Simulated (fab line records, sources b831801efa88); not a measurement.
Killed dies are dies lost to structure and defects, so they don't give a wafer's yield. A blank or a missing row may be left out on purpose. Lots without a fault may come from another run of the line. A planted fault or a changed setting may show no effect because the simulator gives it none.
fab line records | flow sky130
record lots=6 wafers=16 last_day=49
route steps=708 shown LDD_LDN@294 SPACER@304 POLY_CUT@307 PAD_OPEN@708
lots that met no fault: from a run of the same line without faults
start_h: hours from the record's first day to the start of the lot's first wafer shown | wait_h: hours since the lot's step before | " the same as in the row above | L1.1+2: a row that stands for several wafers | - no value, or no start given | * or withheld: withheld | < > ~ a bound
route shown NAME@n: a module of which the file shows steps, and the number in the route of the first | usual: mean/standard deviation of fault-free wafers | same: alike in all rows | chamber/n: place in a boat | sites: the reading at each site | _std_site: their standard deviation | _edge_site: outer sites' mean less inner sites' | radius_mm: how far each site lies from the wafer's centre | mask NAME#n: copy n | behind: the tool/chamber that last shaped the wafer | hold: why the lot was held/for how many hours/how that ended | device: the transistor (n, p or np) that didn't switch | end of line: the same wafers' tests at the end of the route | a step without rows: its recipe alone | killed: dies lost to structure and defects at the first sort, not the wafer's yield | map: a wafer's dies, x killed, . not, _ none there
set.NAME: the setting as run; set.NAME@STEP: as run at that earlier step | model.NAME: the simulator's own value behind a step, which no gauge read
lots at some steps of the route; a table a step, a row a wafer
services: from which hour (start_h, from the record's first day; less than 0 if before it) a tool's chamber was out of use, for how many hours, and why
## steps
# step SKY_LDD_LDN_PEB_05
# recipe temp_c=withheld time_s=* resist=NOVOLAK
# step SKY_LDD_LDN_DEVELOP_06
# recipe resist=NOVOLAK developer=TMAH develop_time_s=60 dev_temp_c=23
# step SKY_LDD_LDN_OVL_MEAS_07
# usual LDD_LDN_OVL=-0.7/1.2
# columns lot.wafer tool chamber start_h wait_h LDD_LDN_OVL[nm]
L959.2 overlay-01 - 541.65 0.1 0.0
L959.4 " - " " 0.3
L959.6 " - " " -0.4
L960.2 overlay-01 - 559.65 0.1 -1.0
L960.3 " - " " -1.7
L960.4 " - " " -0.4
L961.3 overlay-02 - 561.86 0.1 -1.8
L961.4 " - " " -1.7
L961.5 " - " " -2.9
L962.4 overlay-01 - 565.56 0.1 -0.2
L962.6 " - " " -0.4
L964.2 overlay-02 - 583.85 0.1 0.1
L964.6 " - " " 1.0
L977.1 overlay-02 - 689.54 0.1 -1.1
L977.2 " - " " -0.9
L977.3 " - " " -1.5
# step SKY_LDD_LDN_IMPLANT_08
# recipe species=As energy_kev=15 dose_cm2=1.25e+13 tilt_deg=withheld rotation_deg=23
# step SKY_LDD_LDN_IMPLANT_09
# recipe species=As energy_kev=15 dose_cm2=1.25e+13 tilt_deg=withheld rotation_deg=113
# step SKY_LDD_LDN_IMPLANT_10
# recipe species=As energy_kev=15 dose_cm2=1.25e+13 tilt_deg=withheld rotation_deg=203
# step SKY_LDD_LDN_IMPLANT_11
# recipe species=As energy_kev=15 dose_cm2=1.25e+13 tilt_deg=withheld rotation_deg=293
# step SKY_LDD_LDN_STRIP_12
# recipe chemistry=O2/N2 power_w=1400 pressure_mtorr=1500 platen_temp_c=withheld o2_flow_sccm=3000 n2_flow_sccm=300 overash_fraction=0.5
# usual drypump_motor_current_A=6.0/0.47 n2_flow_sccm=299.9/0.92 oes_product_au=0.716/0.0048 strip_time_to_endpoint_s=14.19/0.04
# same overash_fraction=0.5
# columns lot.wafer tool chamber start_h wait_h drypump_motor_current_A n2_flow_sccm oes_product_au rf_hours_counter_h strip_time_to_endpoint_s
L959.2 plasma_asher-02 1 542.28 0.1 6.4 299.1 0.729 86 14.19
L959.4 " 0 " " 6.2 301.5 0.715 - 14.18
L959.6 " 0 " " 6.2 299.2 0.721 - 14.12
L960.2 plasma_asher-04 0 560.28 0.1 5.1 299.7 0.715 69 14.21
L960.3 " 1 " " 5.6 299.3 0.715 - 14.21
L960.4 " 0 " " 5.1 301.5 0.722 - 14.22
L961.3 plasma_asher-02 0 562.52 0.1 6.3 300.5 0.718 - 14.18
L961.4 " 1 " " 6.5 300.1 0.716 - 14.19
L961.5 " 1 " " 6.5 299.6 0.722 - 14.18
L962.4 plasma_asher-04 1 566.21 0.1 5.7 299.7 0.721 - 14.13
L962.6 " 1 " " 5.7 299.5 0.720 - 14.19
L964.2 plasma_asher-02 1 584.48 0.1 6.4 300.2 0.722 91 14.19
L964.6 " 1 " " 6.4 298.8 0.713 - 14.15
L977.1 plasma_asher-01 1 690.18 0.1 5.4 300.4 0.713 58 14.20
L977.2 " 0 " " 5.5 300.6 0.720 58 14.17
L977.3 " 0 " " 5.5 301.0 0.718 - 14.18
# step SKY_LDD_LDN_TW_MEAS_13
# usual LDD_LDN_TW=1488/10
# columns lot.wafer tool chamber start_h wait_h LDD_LDN_TW
L959.2 film_metro-02 - 542.39 0.1 1467
L959.4 " - " " 1482
L959.6 " - " " 1472
L960.2 film_metro-01 - 560.39 0.1 1489
L960.3 " - " " 1498
L960.4 " - " " 1494
L961.3 film_metro-01 - 562.60 0.1 1502
L961.4 " - " " 1487
L961.5 " - " " 1497
L962.4 film_metro-01 - 566.35 0.1 1497
L962.6 " - " " 1486
L964.2 film_metro-01 - 584.59 0.1 1499
L964.6 " - " " 1490
L977.1 film_metro-02 - 690.28 0.1 1491
L977.2 " - " " 1498
L977.3 " - " " 1496
# step SKY_LDD_LDN_CLEAN_14
# recipe chemistry=SC1/SC2 mix=1:4:20 temp_c=70 time_s=150 dry=n2_spin
# step SKY_SPACER_CVD_00
# recipe material=Si3N4 precursor=DCS/NH3 target_thk_nm=43.1 temp_c=770 time_s=740 pressure_mtorr=250
# step SKY_SPACER_THK_MEAS_01
# recipe reads=Si3N4_of_SPACER_CVD_00
# usual SPACER_CVD_00_THK=43.1/0.36
# columns lot.wafer tool chamber start_h wait_h SPACER_CVD_00_THK[nm]
L959.2 film_metro-03 - 543.70 0.0 43.6
L959.4 " - " " 43.0
L959.6 " - " " 43.3
L960.2 film_metro-04 - 561.74 0.0 42.5
L960.3 " - " " 42.9
L960.4 " - " " 42.7
L961.3 film_metro-01 - 564.01 0.0 43.4
L961.4 " - " " 43.4
L961.5 " - " " 43.4
L962.4 film_metro-03 - 568.96 0.0 43.3
L962.6 " - " " 42.9
L964.2 film_metro-01 - 586.51 0.0 43.4
L964.6 " - " " 43.6
L977.1 film_metro-04 - 691.59 0.0 43.2
L977.2 " - " " 43.7
L977.3 " - " " 43.6
# step SKY_SPACER_ETCHBACK_02
# recipe chemistry=CH3F/O2 target=Si3N4 stop_on=SiO2 source_w=400 bias_w=80 pressure_mtorr=25 ch3f_flow_sccm=40 O2_flow_sccm=30 time_s=46.7 target_depth_a=450
# usual drypump_motor_current_A=5.6/0.35 oes_product_au=0.856/0.0065 throttle_valve_pct=10.562/0.0091
# columns lot.wafer tool chamber start_h wait_h drypump_motor_current_A oes_product_au rf_hours_counter_h throttle_valve_pct model.SiO2_of_SONOS_ONO_CVD_04.thk_nm
L959.2 rie_diel-02 1 543.75 0.0 5.7 0.862 52 10.553 4.427
L959.4 " 3 " " 6.0 0.865 8 10.578 4.396
L959.6 " 0 " " 5.2 0.862 - 10.553 4.416
L960.2 rie_diel-01 1 561.79 0.0 6.1 0.843 74 10.555 4.153
L960.3 " 3 " " 5.4 0.861 42 10.575 4.321
L960.4 " 2 " " 5.3 0.854 15 10.549 4.193
L961.3 rie_diel-01 2 564.05 0.0 5.3 0.865 15 10.572 4.232
L961.4 " 3 " " 5.4 0.860 42 10.562 4.255
L961.5 " 3 " " 5.4 0.856 - 10.552 4.104
L962.4 rie_diel-01 1 568.99 0.0 6.2 0.858 74 10.565 2.292
L962.6 " 3 " " 5.4 0.848 - 10.555 2.177
L964.2 rie_diel-01 1 586.56 0.0 6.2 0.855 75 10.547 4.109
L964.6 " 0 " " 5.6 0.858 - 10.557 2.285
L977.1 rie_diel-01 3 691.65 0.1 5.4 0.851 44 10.572 4.138
L977.2 " 1 " " 6.2 0.873 1 10.564 4.196
L977.3 " 0 " " 5.5 0.856 4 10.542 4.174
# step SKY_POLY_CUT_DEHYDRATE_00
# recipe temp_c=200 time_s=60
# step SKY_POLY_CUT_HMDS_01
# recipe prime_time_s=60 prime_temp_c=120
# step SKY_POLY_CUT_COAT_02
# recipe resist=BARC temp_c=withheld time_s=withheld spin_rpm=3000 resist_thk_nm=60
# step SKY_POLY_CUT_COAT_03
# recipe resist=KrF-thick spin_rpm=3000 resist_thk_nm=450
# step SKY_POLY_CUT_SOFTBAKE_04
# recipe temp_c=100 time_s=90 resist=KrF-thick
# step SKY_POLY_CUT_EXPOSE_05
# recipe mask_id=NPCM na=0.8 source_shape=annular sigma_inner=0.55 sigma_outer=0.85 target_cd_nm=270 dose_mj=32
# step SKY_POLY_CUT_PEB_06
# recipe peb_temp_c=withheld peb_time_s=withheld resist=KrF-thick
# step SKY_POLY_CUT_DEVELOP_07
# recipe develop_time_s=60 resist=KrF-thick dev_temp_c=21
# step SKY_POLY_CUT_CD_MEAS_08
# recipe target_cd_nm=270
# usual cd_nm=270.5/1.3
# columns lot.wafer tool chamber start_h wait_h cd_nm
L959.2 cd_sem-01 - 573.51 - 268.5
L959.4 " - " " 269.4
L959.6 " - " " 269.9
L960.2 cd_sem-01 - 590.73 - 269.4
L960.3 " - " " 270.6
L960.4 " - " " 269.9
L961.3 cd_sem-01 - 592.73 - 271.6
L961.4 " - " " 271.4
L961.5 " - " " 270.5
L962.4 cd_sem-01 - 598.07 - 270.2
L962.6 " - " " 270.1
L964.2 cd_sem-01 - 615.76 - 269.5
L964.6 " - " " 270.1
L977.1 cd_sem-02 - 719.49 - 270.5
L977.2 " - " " 269.2
L977.3 " - " " 271.2
# step SKY_POLY_CUT_OVL_MEAS_09
# usual POLY_CUT_OVL=-5/5.7
# columns lot.wafer tool chamber start_h wait_h POLY_CUT_OVL[nm]
L959.2 overlay-02 - 573.62 0.1 0
L959.4 " - " " -4
L959.6 " - " " 1
L960.2 overlay-01 - 590.83 0.1 -2
L960.3 " - " " -4
L960.4 " - " " -2
L961.3 overlay-01 - 592.82 0.1 -2
L961.4 " - " " -2
L961.5 " - " " -5
L962.4 overlay-02 - 598.14 0.1 -13
L962.6 " - " " -11
L964.2 overlay-01 - 615.87 0.1 -14
L964.6 " - " " -18
L977.1 overlay-02 - 719.61 0.1 -8
L977.2 " - " " -6
L977.3 " - " " -7
# step SKY_POLY_CUT_ETCH_10
# recipe chemistry=N2/H2 target=BARC ion_energy_ev=200 source_w=500 bias_w=100 pressure_mtorr=30 n2_flow_sccm=100 h2_flow_sccm=200 stop_on=SiO2 time_s=45.9 target_depth_a=600
# usual drypump_motor_current_A=6.0/0.33 n2_flow_sccm=100.0/0.3 oes_product_au=0.855/0.0045 throttle_valve_pct=13.224/0.01
# columns lot.wafer tool chamber start_h wait_h drypump_motor_current_A n2_flow_sccm oes_product_au rf_hours_counter_h throttle_valve_pct
L959.2 rie_diel-01 0 573.65 0.0 5.5 100.0 0.848 1 13.235
L959.4 " 3 " " 5.4 100.2 0.856 - 13.243
L959.6 " 0 " " 5.5 100.1 0.862 - 13.216
L960.2 rie_diel-04 2 590.86 0.0 6.0 99.7 0.850 14 13.211
L960.3 " 1 " " 6.3 100.1 0.851 18 13.228
L960.4 " 0 " " 6.0 100.0 0.861 2 13.222
L961.3 rie_diel-03 1 592.85 0.0 6.1 100.1 0.854 11 13.221
L961.4 " 0 " " 5.9 99.6 0.849 4 13.226
L961.5 " 1 " " 6.1 100.0 0.857 - 13.239
L962.4 rie_diel-03 3 598.16 0.0 6.5 99.7 0.857 26 13.230
L962.6 " 1 " " 6.2 99.7 0.852 - 13.233
L964.2 rie_diel-04 2 615.90 0.0 6.1 99.3 0.852 15 13.213
L964.6 " 0 " " 6.0 100.0 0.860 - 13.215
L977.1 rie_diel-01 1 719.65 0.0 6.2 99.8 0.854 2 13.218
L977.2 " 3 " " 5.4 100.0 0.857 45 13.242
L977.3 " 0 " " 5.6 99.6 0.861 5 13.226
# step SKY_POLY_CUT_ETCH_11
# recipe target=Si3N4 chemistry=CF4/CH2F2/Ar stop_on=poly-Si source_w=600 bias_w=150 pressure_mtorr=40 cf4_flow_sccm=40 ch2f2_flow_sccm=20 Ar_flow_sccm=150 time_s=42.5 target_depth_a=600
# usual drypump_motor_current_A=5.9/0.33 oes_product_au=0.830/0.0061 throttle_valve_pct=14.993/0.0074
# columns lot.wafer tool chamber start_h wait_h drypump_motor_current_A oes_product_au rf_hours_counter_h throttle_valve_pct model.etch.depth_nm model.POLY_CUT.feature_depth_nm
L959.2 rie_diel-01 0 573.69 0.0 5.5 0.823 1 14.992 61.61 61.61
L959.4 " 3 " " 5.4 0.830 - 14.990 62.15 62.15
L959.6 " 0 " " 5.5 0.832 - 14.999 61.82 61.82
L960.2 rie_diel-04 2 590.90 0.0 6.1 0.826 14 14.998 61.47 61.47
L960.3 " 1 " " 6.4 0.829 18 14.981 61.94 61.94
L960.4 " 0 " " 6.0 0.830 2 14.991 62.02 62.02
L961.3 rie_diel-03 1 592.89 0.0 6.1 0.820 11 14.991 61.54 61.54
L961.4 " 0 " " 5.9 0.823 4 14.993 61.27 61.27
L961.5 " 1 " " 6.1 0.831 - 14.994 61.56 61.56
L962.4 rie_diel-03 3 598.20 0.0 6.5 0.796 26 14.987 56.51 56.51
L962.6 " 1 " " 6.1 0.788 - 14.990 56.64 56.64
L964.2 rie_diel-04 2 615.94 0.0 6.1 0.832 15 14.994 61.84 61.84
L964.6 " 0 " " 6.0 0.795 - 14.977 56.52 56.52
L977.1 rie_diel-01 1 719.69 0.0 6.2 0.812 2 14.994 60.62 60.62
L977.2 " 3 " " 5.4 0.823 45 14.999 60.96 60.96
L977.3 " 0 " " 5.6 0.825 5 14.986 61.07 61.07
# step SKY_POLY_CUT_STRIP_12
# recipe chemistry=O2/N2 power_w=1400 pressure_mtorr=1500 platen_temp_c=withheld o2_flow_sccm=3000 n2_flow_sccm=300 overash_fraction=0.5
# usual drypump_motor_current_A=5.7/0.45 n2_flow_sccm=300.0/0.78 oes_product_au=0.452/0.0047 strip_time_to_endpoint_s=5.356/0.017
# same overash_fraction=0.5
# columns lot.wafer tool chamber start_h wait_h drypump_motor_current_A n2_flow_sccm oes_product_au rf_hours_counter_h strip_time_to_endpoint_s
L959.2 plasma_asher-03 0 573.73 0.0 5.3 298.9 0.452 15 5.350
L959.4 " 0 " " 5.3 300.4 0.447 - 5.338
L959.6 " 1 " " 5.7 300.5 0.452 - 5.353
L960.2 plasma_asher-02 1 590.94 0.0 6.5 300.7 0.452 91 5.338
L960.3 " 1 " " 6.4 299.3 0.447 - 5.324
L960.4 " 0 " " 6.2 300.0 0.461 - 5.336
L961.3 plasma_asher-04 0 592.96 0.1 5.1 300.7 0.453 - 5.353
L961.4 " 1 " " 5.7 301.1 0.452 - 5.333
L961.5 " 1 " " 5.7 300.1 0.452 - 5.319
L962.4 plasma_asher-04 0 598.28 0.1 5.1 299.7 0.450 - 5.354
L962.6 " 1 " " 5.7 300.7 0.456 - 5.350
L964.2 plasma_asher-02 1 615.98 0.0 6.4 299.5 0.456 94 5.397
L964.6 " 0 " " 6.2 300.0 0.447 - 5.362
L977.1 plasma_asher-03 0 719.73 0.0 5.3 300.4 0.451 29 5.368
L977.2 " 1 " " 5.7 299.5 0.450 29 5.370
L977.3 " 0 " " 5.3 299.4 0.465 - 5.378
# step SKY_PAD_OPEN_PROBE_99
# columns lot.wafer tool chamber start_h wait_h model.etest.pfet_01v8.r_on_ohm_um model.etest.res_pdiff.line_ohm_um model.etest.res_ndiff.line_ohm_um model.etest.sonos_uncharged.r_on_ohm_um model.etest.pfet_01v8.drive_ua_um model.etest.res_pdiff.rs_ohm_sq model.etest.sram_pfet_latch.drive_ua_um model.etest.pfet_01v8_hvt.drive_ua_um
L959.2 prober-01 - 1088.63 0.1 2878 1401 784.6 823.7 195.3 199.7 139.9 145.7
L959.4 prober-01 - 1088.73 0.2 2963 1373 769.1 844.5 187.2 202.2 140.8 140
L959.6 prober-01 - 1088.83 0.2 2900 1394 793.4 828.2 192.4 198.5 139.6 142.3
L960.2 prober-02 - 1100.46 0.1 2810 1342 747.7 804 198.3 196.5 152 151.4
L960.3 prober-02 - 1100.51 0.2 2851 1358 754.2 818.4 196.6 196.1 147.7 145.8
L960.4 prober-02 - 1100.56 0.2 2831 1363 752.7 810.7 196.8 196.9 145.8 147.1
L961.3 prober-01 - 1105.00 0.2 2800 1365 783.7 814 201.2 194 149.7 151.1
L961.4 prober-01 - 1105.05 0.2 2813 1387 797.7 826 199.3 195.2 144.7 151.3
L961.5 prober-01 - 1105.10 0.2 2773 1372 780.6 811.4 203.7 194.8 148.3 152.4
L962.4 prober-02 - 1109.11 0.2 2693 1238 709.9 777.4 211.3 182.4 163.1 158.7
L962.6 prober-02 - 1109.21 0.2 2680 1232 710.7 790.7 213.4 180.3 161.2 159.9
L964.2 prober-01 - 1118.82 0.1 2977 1334 747.8 814.7 185.5 196.7 141.5 137.9
L964.6 prober-01 - 1119.02 0.2 2870 1262 730.5 782.1 198.9 182.6 148.4 147.5
L977.1 prober-02 - 1187.07 0.1 3002 1324 753.9 829.4 185.3 194 138.4 138.2
L977.2 prober-02 - 1187.12 0.1 2940 1340 761.6 824.4 190.5 195.4 145.9 140.9
L977.3 prober-02 - 1187.17 0.2 2989 1369 772.4 836.1 186.9 197.5 136.3 138.6
# killed by level:class
L959.2 VIA1:geometric_particle:open=9 CONTACT:geometric_particle:open=8 LI_CONTACT:geometric_particle:open=8 METAL1:geometric_particle:short=8 VIA2:geometric_particle:open=8 LOCAL_INTERCONNECT:geometric_particle:short=7 METAL2:geometric_particle:open=6 VIA3:geometric_particle:open=6
L959.4 CONTACT:geometric_particle:open=13 VIA1:geometric_particle:open=10 LI_CONTACT:geometric_particle:open=9 VIA3:geometric_particle:open=9 VIA2:geometric_particle:short=7 CONTACT:geometric_particle:short=7 METAL1:geometric_particle:short=7 VIA1:geometric_particle:short=6
L959.6 VIA3:geometric_particle:open=12 VIA1:geometric_particle:open=12 VIA2:geometric_particle:open=10 METAL1:geometric_particle:short=10 FIELD_ISO:geometric_particle:open=9 CONTACT:geometric_particle:open=9 CONTACT:geometric_particle:short=9 LI_CONTACT:geometric_particle:open=6
L960.2 VIA1:geometric_particle:open=12 CONTACT:geometric_particle:short=11 METAL1:geometric_particle:short=8 CONTACT:geometric_particle:open=6 VIA2:geometric_particle:open=6 VIA1:geometric_particle:short=5 VIA3:geometric_particle:short=5 FIELD_ISO:geometric_particle:open=4
L960.3 CONTACT:geometric_particle:open=10 VIA3:geometric_particle:open=8 LI_CONTACT:geometric_particle:open=6 METAL1:geometric_particle:short=6 VIA1:geometric_particle:short=6 FIELD_ISO:geometric_particle:short=5 METAL4:geometric_particle:short=5 VIA2:geometric_particle:open=4
L960.4 METAL2:geometric_particle:short=11 VIA1:geometric_particle:short=9 VIA1:geometric_particle:open=9 CONTACT:geometric_particle:open=8 VIA3:geometric_particle:open=7 METAL1:geometric_particle:short=5 LI_CONTACT:geometric_particle:open=5 VIA3:geometric_particle:short=4
L961.3 VIA1:geometric_particle:open=13 LI_CONTACT:geometric_particle:open=9 CONTACT:geometric_particle:open=9 METAL1:geometric_particle:short=8 VIA1:geometric_particle:short=8 METAL2:geometric_particle:short=7 VIA3:geometric_particle:open=5 FIELD_ISO:geometric_particle:short=3
L961.4 CONTACT:geometric_particle:open=11 VIA2:geometric_particle:open=9 VIA1:geometric_particle:open=7 LI_CONTACT:geometric_particle:open=6 CONTACT:geometric_particle:short=5 POLY_GATE:geometric_particle:open=5 VIA1:geometric_particle:short=5 VIA3:geometric_particle:short=5
L961.5 CONTACT:geometric_particle:open=17 VIA1:geometric_particle:open=16 VIA2:geometric_particle:open=9 LI_CONTACT:geometric_particle:open=8 VIA1:geometric_particle:short=8 POLY_GATE:geometric_particle:open=5 METAL2:geometric_particle:short=5 METAL1:geometric_particle:short=4
L977.1 LI_CONTACT:geometric_particle:open=11 CONTACT:geometric_particle:open=10 VIA1:geometric_particle:open=9 METAL2:geometric_particle:short=9 CONTACT:geometric_particle:short=6 METAL1:geometric_particle:short=5 FIELD_ISO:geometric_particle:short=4 POLY_GATE:geometric_particle:short=4
L977.2 VIA2:geometric_particle:open=11 VIA1:geometric_particle:short=9 VIA1:geometric_particle:open=9 CONTACT:geometric_particle:open=8 VIA2:geometric_particle:short=8 FIELD_ISO:geometric_particle:open=6 LI_CONTACT:geometric_particle:open=6 VIA3:geometric_particle:open=6
L977.3 VIA1:geometric_particle:open=11 CONTACT:geometric_particle:open=11 VIA2:geometric_particle:open=9 VIA1:geometric_particle:short=6 METAL1:geometric_particle:short=5 METAL2:geometric_particle:short=5 LI_CONTACT:geometric_particle:open=4 VIA3:geometric_particle:open=4
## services
# columns tool chamber start_h hours kind
plasma_asher-02 - 531.71 1.1 repair
rie_diel-01 - 562.91 0.7 repair
rie_diel-01 2 572.70 7.6 repair
rie_diel-03 2 583.03 1.4 repair
rie_diel-01 1 601.22 - clean
rie_diel-01 1 601.22 23.9 scheduled_down
rie_diel-01 1 601.22 23.9 vent_cycle
plasma_asher-01 - 603.11 4.4 repair
rie_diel-02 0 609.45 4.5 repair
rie_diel-02 - 622.06 0.5 repair
plasma_asher-04 - 639.28 1.6 repair
plasma_asher-01 - 640.17 4.0 repair
rie_diel-01 - 647.07 0.4 repair
rie_diel-01 1 649.17 7.1 repair
rie_diel-02 - 664.99 1.1 repair
rie_diel-03 - 674.30 2.8 pm
rie_diel-04 - 686.93 0.1 repair
rie_diel-02 1 692.01 - clean
rie_diel-02 1 692.01 19.5 scheduled_down
rie_diel-02 1 692.01 19.5 vent_cycle
rie_diel-02 - 697.98 0.8 repair
## key
first_sign step=SKY_POLY_CUT_ETCH_11 reading=oes_product_au direction=down sigmas=6 usual=0.830 struck=0.793
effect none on later readings
model_effect step=SKY_SPACER_ETCHBACK_02 value=SiO2_of_SONOS_ONO_CVD_04.thk_nm without=4.105 struck=2.252
model_effect step=SKY_POLY_CUT_ETCH_11 value=etch.depth_nm without=61.67 struck=56.56
model_effect step=SKY_PAD_OPEN_PROBE_99 value=etest.pfet_01v8.r_on_ohm_um without=2961 struck=2747
met_at SKY_SPACER_ETCHBACK_02
struck_wafers L962.4,L962.6,L964.6
sort_left_out L962.4,L962.6,L964.6
tester_left_out L962,L964
onset_between 564.05 568.99
fault kind=process_parameter_drift tool=rie_diel-01 chamber=- onset_h=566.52 steps=SKY_SPACER_ETCHBACK_02 channel=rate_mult offset=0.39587 shape=step end_h=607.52 scope=struck_wafers_only
# tester_left_out: of these lots the tester's yield and bins aren't shown, on N5 and GAA mostly nor the transistor test; their killed dies are dies lost to structure and defects alone, not to doping, threshold or leakage, so they don't give the yield
# sort_left_out: the simulated sort isn't trusted on such a fault, so these wafers' sort isn't shown, and their yield isn't known
